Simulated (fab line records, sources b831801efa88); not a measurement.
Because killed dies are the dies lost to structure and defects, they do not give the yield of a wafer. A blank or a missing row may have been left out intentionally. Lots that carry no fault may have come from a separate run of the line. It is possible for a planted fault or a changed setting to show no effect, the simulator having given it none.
Which tool was responsible? | flow sky130 | 12 lots (36 wafers sampled), 1 step of a 708-step route

WHAT THE GAUGES READ, wafer by wafer
SKY_VT_ADJUST_LVTN_OVL_MEAS_07.
lot  | measured     | on         | VT_ADJUST_LVTN_OVL (nm)
L075 | day 7 02:42  | overlay-01 | -0.8 -0.1 -1.0
L077 | day 7 12:59  | overlay-01 | -0.1 0.1 -1.0
L079 | day 8 07:37  | overlay-01 | 1.3 0.2 2.0
L081 | day 8 23:00  | overlay-02 | -1.6 0.5 0.0
L083 | day 9 07:52  | overlay-02 | 0.6 -0.5 0.5
L085 | day 9 22:04  | overlay-01 | 2.0 1.0 0.1
L087 | day 10 08:08 | overlay-01 | -1.9 -1.2 -0.1
L089 | day 10 20:01 | overlay-01 | -1.7 1.9 0.2
L091 | day 11 10:02 | overlay-01 | 0.9 1.3 1.9
L093 | day 12 04:31 | overlay-02 | -1.8 -4.3 -2.0
L095 | day 12 09:41 | overlay-01 | 0.3 -1.0 -1.1
L097 | day 13 03:43 | overlay-02 | -1.4 0.6 -0.3

TOOL THAT RAN EACH LOT (tool first, then ch and the chambers of the sampled wafers, then the start)
There is no process step in the record ahead of these readings.

THE ANSWER, worked out from the rows above alone
Rule: what is usual is taken from the lots themselves. Put in order of their means at a reading, lots are off if they are a third of the lots or fewer, leave a main group of 4 or more, and stand apart from it by a gap of 3 or more times the standard deviation of the main group's means; of several such gaps the widest counts. If all means in a main group match to the digits the tables above print for the reading, that group is not used. A lot without any number at a reading at which 4 lots or more have one is off too. Where the step has rows for the other lots, those lots are counted as sound.
None of the lots is off at any reading shown; this tells nothing.

WHAT THE SIMULATOR PUT IN
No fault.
